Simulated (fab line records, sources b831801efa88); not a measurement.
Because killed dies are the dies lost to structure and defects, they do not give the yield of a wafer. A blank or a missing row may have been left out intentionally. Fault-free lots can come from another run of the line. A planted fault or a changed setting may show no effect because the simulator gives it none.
Chamber matching + flow sfq_line + SFQ_TRILAYER_I1_VIA_ETCH_VIA_ETCH_052 on rie_diel-01 has 4 sister chambers
The step etches SiO2 in CHF3, stops on Nb, target depth 260 nm. 4 wafers are shown with their chamber, then 6 later ones without.

== WAFERS, EACH WITH ITS CHAMBER ==
| wafer  | chamber | drypump_motor_current_A (A) |
|--------|---------|-----------------------------|
| L473.5 | 1       | 4.7                         |
| L480.6 | 2       | 6.7                         |
| L489.5 | 3       | 6.8                         |
| L489.6 | 0       | 5.3                         |

== WAFERS MISSING THEIR CHAMBER ==
| wafer  | drypump_motor_current_A (A) |
|--------|-----------------------------|
| L492.3 | 6.7                         |
| L492.5 | 4.8                         |
| L492.6 | 6.7                         |
| L493.1 | 6.7                         |
| L493.2 | 5.3                         |
| L493.5 | 4.8                         |

== CHAMBER TAKEN BY EACH ==
| wafer  | from the rows above     | in truth |
|--------|-------------------------|----------|
| L492.3 | can't be placed: 2 or 3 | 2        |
| L492.5 | 1                       | 1        |
| L492.6 | can't be placed: 2 or 3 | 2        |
| L493.1 | can't be placed: 2 or 3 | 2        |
| L493.2 | 0                       | 0        |
| L493.5 | 1                       | 1        |
3 of 6 placed correctly. From these rows, 3 cannot be placed; in 3 the true chamber is one of the candidates. Wrongly placed: 0.
How it was worked out, from the rows above alone: a wafer's distance from a chamber is the root of the sum, over the readings, of the square of ((its reading less the chamber's mean) divided by the reading's scatter). The wafer belongs to the nearest chamber; if the next one is less than 2 further off, it can't be placed. For every chamber, the mean is computed from those of its wafers that are shown. The scatter (one wafer shown for each chamber): square how far every hidden wafer sits from the nearest shown wafer, average those squares and take the square root.
